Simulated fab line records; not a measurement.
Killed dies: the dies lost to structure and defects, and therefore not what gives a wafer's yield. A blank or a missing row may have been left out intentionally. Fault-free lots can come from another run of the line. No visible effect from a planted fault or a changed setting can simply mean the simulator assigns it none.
fab line records ; flow sky130
record: lots: 5; wafers: 15; lastDay: 52
route steps=708 shown LDD_N@248 LDD_P@255
lots that met no fault: from a run of the same line without faults
startH: hours from the record's opening day to when the first of the lot's shown wafers began ; waitH: time in hours since the lot's previous step ; " unchanged from the row above ; L1.1+2: a row that stands for several wafers ; - no value, or no start was given ; * or withheld: withheld ; < > ~ a bound
route shown NAME@n: NAME is a module with steps in the file, n the number in the route of the first one ; usual: mean and standard deviation over wafers with no fault ; same: alike in all rows ; chamber/n: place in a boat ; sites: per-site readings ; _std_site: standard deviation across them ; _edge_site: the outer-site mean with the inner-site mean subtracted ; radiusMm: how far each site lies from the wafer's centre ; mask NAME#n: copy n ; behind: tool/chamber where the wafer was last shaped ; hold: cause of the lot's hold/its duration in hours/its outcome ; device: which transistor (n, p or np) failed to switch ; end of line: tests of these same wafers at the route's end ; for a step that has no rows: nothing shown but its recipe ; killed: at the first sort, the dies lost to defects and structure; wafer yield is something else ; map: a wafer's dies, marking killed ones x, the rest . and places with no die _
set.NAME: the setting the step ran with; set.NAME@STEP: the setting that earlier step ran with ; model.NAME: the simulator's own value behind a step, which no gauge read
lots seen at some steps along the route; tables by step, rows by wafer
services: a tool's chamber out of use, with start hour (startH, from the record's first day; less than 0 if before it), hours out, and reason
== steps ==
step: SKY_LDD_N_IMPLANT_11
recipe: species: As; energyKev: 20; doseCm2: 7.5e+13; tiltDeg: withheld; rotationDeg: 293
lot.wafer;tool;chamber;startH;waitH
L081.1+3+5;implanter-02;0;468.31;0.1
L082.2+3+6;implanter-04;0;468.58;0.1
L087.1+2+4;implanter-04;0;471.75;0.1
L090.2+5+6;implanter-03;0;636.73;0.1
L096.3+5+6;implanter-02;0;643.33;0.1
step: SKY_LDD_N_IMPLANT_12
recipe: species: BF2; energyKev: 50; doseCm2: 5e+12; tiltDeg: 30; rotationDeg: 0
lot.wafer;tool;chamber;startH;waitH
L081.1+3+5;implanter-02;0;468.46;0.1
L082.2+3+6;implanter-04;0;468.73;0.1
L087.1+2+4;implanter-04;0;471.90;0.1
L090.2+5+6;implanter-03;0;636.88;0.1
L096.3+5+6;implanter-02;0;643.48;0.1
step: SKY_LDD_N_IMPLANT_13
recipe: species: BF2; energyKev: 50; doseCm2: 5e+12; tiltDeg: 30; rotationDeg: 90
lot.wafer;tool;chamber;startH;waitH
L081.1+3+5;implanter-02;0;468.61;0.1
L082.2+3+6;implanter-04;0;468.88;0.1
L087.1+2+4;implanter-04;0;472.05;0.1
L090.2+5+6;implanter-03;0;637.03;0.1
L096.3+5+6;implanter-02;0;643.63;0.1
step: SKY_LDD_N_IMPLANT_14
recipe: species: BF2; energyKev: 50; doseCm2: 5e+12; tiltDeg: 30; rotationDeg: 180
lot.wafer;tool;chamber;startH;waitH
L081.1+3+5;implanter-02;0;468.76;0.1
L082.2+3+6;implanter-04;0;469.03;0.1
L087.1+2+4;implanter-04;0;472.20;0.1
L090.2+5+6;implanter-03;0;637.18;0.1
L096.3+5+6;implanter-02;0;643.78;0.1
step: SKY_LDD_N_IMPLANT_15
recipe: species: BF2; energyKev: 50; doseCm2: 5e+12; tiltDeg: 30; rotationDeg: 270
lot.wafer;tool;chamber;startH;waitH
L081.1+3+5;implanter-02;0;468.91;0.1
L082.2+3+6;implanter-04;0;469.18;0.1
L087.1+2+4;implanter-04;0;472.35;0.1
L090.2+5+6;implanter-03;0;637.33;0.1
L096.3+5+6;implanter-02;0;643.93;0.1
step: SKY_LDD_N_STRIP_16
recipe: chemistry: O2/N2; powerW: 1400; pressureMtorr: 1500; platenTempC: withheld; o2FlowSccm: 3000; n2FlowSccm: 300; overashFraction: 0.5
usual: drypumpMotorCurrentA: 5.73/0.21; oesProductAu: 0.406/0.0043; stripTimeToEndpointS: 4.315/0.015
lot.wafer;tool;chamber;startH;waitH;drypumpMotorCurrentA;oesProductAu;rfHoursCounterH;stripTimeToEndpointS
L081.1;plasmaAsher-01;1;469.06;0.1;5.78;0.395;4;4.303
L081.3;plasmaAsher-01;0;469.06;0.1;5.94;0.416;-;4.310
L081.5;plasmaAsher-01;1;469.06;0.1;5.76;0.403;-;4.306
L082.2;plasmaAsher-02;0;469.30;0.1;5.81;0.403;77;4.318
L082.3;plasmaAsher-02;1;469.30;0.1;5.81;0.402;-;4.347
L082.6;plasmaAsher-02;0;469.30;0.1;5.78;0.409;-;4.315
L087.1;plasmaAsher-01;0;472.50;0.1;5.93;0.405;5;4.291
L087.2;plasmaAsher-01;1;472.50;0.1;5.76;0.402;5;4.280
L087.4;plasmaAsher-01;0;472.50;0.1;5.91;0.407;-;4.307
L090.2;plasmaAsher-03;1;637.45;0.1;5.18;0.407;77;4.332
L090.5;plasmaAsher-03;1;637.45;0.1;5.16;0.402;-;4.311
L090.6;plasmaAsher-03;0;637.45;0.1;5.44;0.410;-;4.319
L096.3;plasmaAsher-02;1;644.06;0.1;5.80;0.400;-;4.288
L096.5;plasmaAsher-02;0;644.06;0.1;5.79;0.412;-;4.300
L096.6;plasmaAsher-02;1;644.06;0.1;5.81;0.403;-;4.308
step: SKY_LDD_N_TW_MEAS_17
usual: LDD_N_TW: 2576/34
lot.wafer;tool;chamber;startH;waitH;LDD_N_TW
L081.1;filmMetro-04;-;469.16;0.1;2570
L081.3;filmMetro-04;-;469.16;0.1;2567
L081.5;filmMetro-04;-;469.16;0.1;2556
L082.2;filmMetro-02;-;469.41;0.1;2621
L082.3;filmMetro-02;-;469.41;0.1;2610
L082.6;filmMetro-02;-;469.41;0.1;2621
L087.1;filmMetro-04;-;472.60;0.1;2575
L087.2;filmMetro-04;-;472.60;0.1;2559
L087.4;filmMetro-04;-;472.60;0.1;2558
L090.2;filmMetro-01;-;637.56;0.1;2526
L090.5;filmMetro-01;-;637.56;0.1;2540
L090.6;filmMetro-01;-;637.56;0.1;2539
L096.3;filmMetro-01;-;644.15;0.1;2527
L096.5;filmMetro-01;-;644.15;0.1;2538
L096.6;filmMetro-01;-;644.15;0.1;2533
step: SKY_LDD_P_DEHYDRATE_00
recipe: tempC: 200; timeS: 60
usual: chillPlateTempC: 22.98/0.092
lot.wafer;tool;chamber;startH;waitH;chillPlateTempC
L081.1;lithoTrack-02;0;483.44;14.3;23.04
L081.3;lithoTrack-02;0;483.44;14.3;23.01
L081.5;lithoTrack-02;0;483.44;14.3;22.92
L082.2;lithoTrack-01;0;483.47;14.0;22.92
L082.3;lithoTrack-01;0;483.47;14.0;22.93
L082.6;lithoTrack-01;0;483.47;14.0;22.98
L087.1;lithoTrack-02;0;487.59;15.0;23.04
L087.2;lithoTrack-02;0;487.59;15.0;23.06
L087.4;lithoTrack-02;0;487.59;15.0;22.92
L090.2;lithoTrack-02;0;652.02;14.4;22.85
L090.5;lithoTrack-02;0;652.02;14.4;22.92
L090.6;lithoTrack-02;0;652.02;14.4;22.91
L096.3;lithoTrack-04;0;656.97;12.8;22.90
L096.5;lithoTrack-04;0;656.97;12.8;22.97
L096.6;lithoTrack-04;0;656.97;12.8;22.96
step: SKY_LDD_P_HMDS_01
recipe: primeTimeS: 60; primeTempC: 120
usual: chillPlateTempC: 23.00/0.13
lot.wafer;tool;chamber;startH;waitH;chillPlateTempC
L081.1;lithoTrack-02;0;483.59;0.1;23.22
L081.3;lithoTrack-02;0;483.59;0.1;23.05
L081.5;lithoTrack-02;0;483.59;0.1;23.09
L082.2;lithoTrack-01;0;483.62;0.1;23.10
L082.3;lithoTrack-01;0;483.62;0.1;23.11
L082.6;lithoTrack-01;0;483.62;0.1;23.13
L087.1;lithoTrack-02;0;487.74;0.1;23.03
L087.2;lithoTrack-02;0;487.74;0.1;23.07
L087.4;lithoTrack-02;0;487.74;0.1;23.13
L090.2;lithoTrack-02;0;652.17;0.1;22.97
L090.5;lithoTrack-02;0;652.17;0.1;22.93
L090.6;lithoTrack-02;0;652.17;0.1;22.86
L096.3;lithoTrack-04;0;657.12;0.1;23.22
L096.5;lithoTrack-04;0;657.12;0.1;23.13
L096.6;lithoTrack-04;0;657.12;0.1;22.94
step: SKY_LDD_P_COAT_02
recipe: resist: NOVOLAK; spinRpm: 3000; resistThkNm: 1140
usual: chillPlateTempC: 23.00/0.11; dispensePressureKPa: 54.9/0.43
lot.wafer;tool;chamber;startH;waitH;chillPlateTempC;dispensePressureKPa
L081.1;lithoTrack-02;0;483.74;0.1;22.92;55.4
L081.3;lithoTrack-02;0;483.74;0.1;23.20;55.4
L081.5;lithoTrack-02;0;483.74;0.1;23.04;55.4
L082.2;lithoTrack-01;0;483.77;0.1;23.20;54.6
L082.3;lithoTrack-01;0;483.77;0.1;23.09;54.6
L082.6;lithoTrack-01;0;483.77;0.1;22.90;54.6
L087.1;lithoTrack-02;0;487.89;0.1;23.10;55.4
L087.2;lithoTrack-02;0;487.89;0.1;23.02;55.4
L087.4;lithoTrack-02;0;487.89;0.1;22.95;55.4
L090.2;lithoTrack-02;0;652.32;0.1;23.06;55.5
L090.5;lithoTrack-02;0;652.32;0.1;22.86;55.5
L090.6;lithoTrack-02;0;652.32;0.1;22.90;55.5
L096.3;lithoTrack-04;0;657.27;0.1;23.03;54.6
L096.5;lithoTrack-04;0;657.27;0.1;23.02;54.6
L096.6;lithoTrack-04;0;657.27;0.1;23.09;54.6
step: SKY_LDD_P_SOFTBAKE_03
recipe: tempC: 90; timeS: 60; resist: NOVOLAK
usual: chillPlateTempC: 23.01/0.11
lot.wafer;tool;chamber;startH;waitH;chillPlateTempC
L081.1;lithoTrack-02;0;483.89;0.1;23.13
L081.3;lithoTrack-02;0;483.89;0.1;23.20
L081.5;lithoTrack-02;0;483.89;0.1;22.96
L082.2;lithoTrack-01;0;483.92;0.1;22.93
L082.3;lithoTrack-01;0;483.92;0.1;23.15
L082.6;lithoTrack-01;0;483.92;0.1;22.90
L087.1;lithoTrack-02;0;488.04;0.1;23.10
L087.2;lithoTrack-02;0;488.04;0.1;22.95
L087.4;lithoTrack-02;0;488.04;0.1;22.93
L090.2;lithoTrack-02;0;652.47;0.1;22.90
L090.5;lithoTrack-02;0;652.47;0.1;22.95
L090.6;lithoTrack-02;0;652.47;0.1;22.99
L096.3;lithoTrack-04;0;657.42;0.1;23.14
L096.5;lithoTrack-04;0;657.42;0.1;22.99
L096.6;lithoTrack-04;0;657.42;0.1;23.12
step: SKY_LDD_P_EXPOSE_04
recipe: maskId: PSDM; na: 0.6; sourceShape: conventional; sigmaOuter: 0.6; polarization: unpolarized; targetCdNm: 380; doseMj: 138
lot.wafer;tool;chamber;startH;waitH;mask
L081.1+3+5;ilineStepper-02;0;-;-;PSDM#0
L082.2+3+6;ilineStepper-01;0;-;-;PSDM#0
L087.1+2+4;ilineStepper-02;0;-;-;PSDM#0
L090.2+5+6;ilineStepper-01;0;-;-;PSDM#0
L096.3+5+6;ilineStepper-02;0;-;-;PSDM#0
step: SKY_LDD_P_PEB_05
recipe: tempC: withheld; timeS: *; resist: NOVOLAK
usual: chillPlateTempC: *
lot.wafer;tool;chamber;startH;waitH;chillPlateTempC
L081.1;lithoTrack-01;0;-;-;*
L081.3;lithoTrack-01;0;-;-;*
L081.5;lithoTrack-01;0;-;-;*
L082.2;lithoTrack-01;0;-;-;*
L082.3;lithoTrack-01;0;-;-;*
L082.6;lithoTrack-01;0;-;-;*
L087.1;lithoTrack-01;0;-;-;*
L087.2;lithoTrack-01;0;-;-;*
L087.4;lithoTrack-01;0;-;-;*
L090.2;lithoTrack-04;0;-;-;*
L090.5;lithoTrack-04;0;-;-;*
L090.6;lithoTrack-04;0;-;-;*
L096.3;lithoTrack-04;0;-;-;*
L096.5;lithoTrack-04;0;-;-;*
L096.6;lithoTrack-04;0;-;-;*
step: SKY_LDD_P_DEVELOP_06
recipe: resist: NOVOLAK; developer: TMAH; developTimeS: 60; devTempC: 23
usual: chillPlateTempC: 23.00/0.11
lot.wafer;tool;chamber;startH;waitH;chillPlateTempC
L081.1;lithoTrack-01;0;499.64;0.1;22.92
L081.3;lithoTrack-01;0;499.64;0.1;22.97
L081.5;lithoTrack-01;0;499.64;0.1;23.00
L082.2;lithoTrack-01;0;499.97;0.1;23.14
L082.3;lithoTrack-01;0;499.97;0.1;23.15
L082.6;lithoTrack-01;0;499.97;0.1;23.00
L087.1;lithoTrack-01;0;503.49;0.1;23.00
L087.2;lithoTrack-01;0;503.49;0.1;22.99
L087.4;lithoTrack-01;0;503.49;0.1;22.99
L090.2;lithoTrack-04;0;666.44;0.1;23.15
L090.5;lithoTrack-04;0;666.44;0.1;23.08
L090.6;lithoTrack-04;0;666.44;0.1;23.02
L096.3;lithoTrack-04;0;672.57;0.1;23.08
L096.5;lithoTrack-04;0;672.57;0.1;23.19
L096.6;lithoTrack-04;0;672.57;0.1;23.04
step: SKY_LDD_P_CD_MEAS_07
recipe: targetCdNm: 380
usual: cdNm: 379.8/2.6
lot.wafer;tool;chamber;startH;waitH;cdNm
L081.1;cdSem-02;-;499.79;0.1;379.4
L081.3;cdSem-02;-;499.79;0.1;377.6
L081.5;cdSem-02;-;499.79;0.1;376.0
L082.2;cdSem-01;-;500.11;0.1;377.8
L082.3;cdSem-01;-;500.11;0.1;375.6
L082.6;cdSem-01;-;500.11;0.1;378.4
L087.1;cdSem-02;-;503.64;0.1;377.8
L087.2;cdSem-02;-;503.64;0.1;378.3
L087.4;cdSem-02;-;503.64;0.1;378.6
L090.2;cdSem-01;-;666.59;0.1;383.4
L090.5;cdSem-01;-;666.59;0.1;385.1
L090.6;cdSem-01;-;666.59;0.1;384.6
L096.3;cdSem-01;-;672.71;0.1;381.0
L096.5;cdSem-01;-;672.71;0.1;380.8
L096.6;cdSem-01;-;672.71;0.1;382.3
== services ==
tool;chamber;startH;hours;kind
plasmaAsher-02;-;461.82;1.2;repair
plasmaAsher-03;-;463.18;15.6;pm
ilineStepper-01;-;465.66;1.7;pm
implanter-02;-;469.06;11.6;pm
implanter-02;-;484.91;4.0;repair
plasmaAsher-03;-;486.63;1.0;repair
plasmaAsher-01;-;493.92;2.3;repair
implanter-02;-;494.24;3.3;pm
plasmaAsher-01;-;516.65;1.2;repair
implanter-02;-;516.79;7.7;pm
implanter-03;-;520.82;1.8;repair
plasmaAsher-02;-;528.37;0.6;repair
implanter-04;-;532.37;3.0;repair
implanter-03;-;532.66;3.9;pm
ilineStepper-01;0;537.83;-;calibration
implanter-02;-;548.49;1.2;repair
implanter-04;-;583.80;1.6;repair
implanter-03;-;599.84;0.6;repair
implanter-04;-;604.22;5.7;pm
ilineStepper-02;-;613.63;1.7;pm
ilineStepper-02;0;613.77;-;calibration
plasmaAsher-03;-;629.99;2.8;pm
plasmaAsher-01;-;636.26;12.8;repair
plasmaAsher-03;-;640.92;17.2;repair
== key ==
fault none
